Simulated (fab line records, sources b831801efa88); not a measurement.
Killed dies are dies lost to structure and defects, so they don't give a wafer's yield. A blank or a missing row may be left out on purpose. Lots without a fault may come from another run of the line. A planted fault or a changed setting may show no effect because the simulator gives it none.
Chamber matching | flow sfq_line | SFQ_TRILAYER_A5C_DEP_PECVD_142 on pecvd-02: 3 sister chambers
The step deposits SiO2 from SiH4/N2O, time 15.556 s, target thk 70 nm. 6 wafers are shown with their chamber, then 7 later ones without.

WAFERS WITH THEIR CHAMBER
wafer  | chamber | throttle_valve_pct (%) | heater_power_w (W)
L222.4 | 1       | 22.2                   | 88
L224.2 | 1       | 22.0                   | 89
L227.2 | 0       | 24.6                   | 92
L227.5 | 2       | 23.5                   | 79
L229.2 | 0       | 24.4                   | 94
L229.3 | 2       | 23.7                   | 72

WAFERS WITHOUT THEIR CHAMBER
wafer  | throttle_valve_pct (%) | heater_power_w (W)
L229.4 | 24.5                   | 92
L231.2 | 24.8                   | 82
L231.4 | 24.0                   | 67
L231.5 | 24.7                   | 82
L244.1 | 23.3                   | 89
L244.5 | 24.3                   | 85
L244.6 | 23.3                   | 88

WHICH CHAMBER EACH WENT THROUGH
wafer  | from the rows above | in truth
L229.4 | 0                   | 0
L231.2 | 0                   | 0
L231.4 | 2                   | 2
L231.5 | 0                   | 0
L244.1 | 2                   | 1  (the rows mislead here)
L244.5 | 0                   | 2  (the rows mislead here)
L244.6 | 2                   | 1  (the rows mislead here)
Placed correctly: 4 of 7. Can't be placed from these rows: 0. Placed wrongly: 3.
How it was worked out, from the rows above alone: a wafer's distance from a chamber is the root of the sum, over the readings, of the square of ((its reading less the chamber's mean) divided by the reading's scatter). The wafer belongs to the nearest chamber; if the next one is less than 2 further off, it can't be placed. A chamber's mean is the mean of its shown wafers. The scatter: the root of (the sum of the squares of (reading less its chamber's mean) over the shown wafers, divided by (wafers less chambers)).
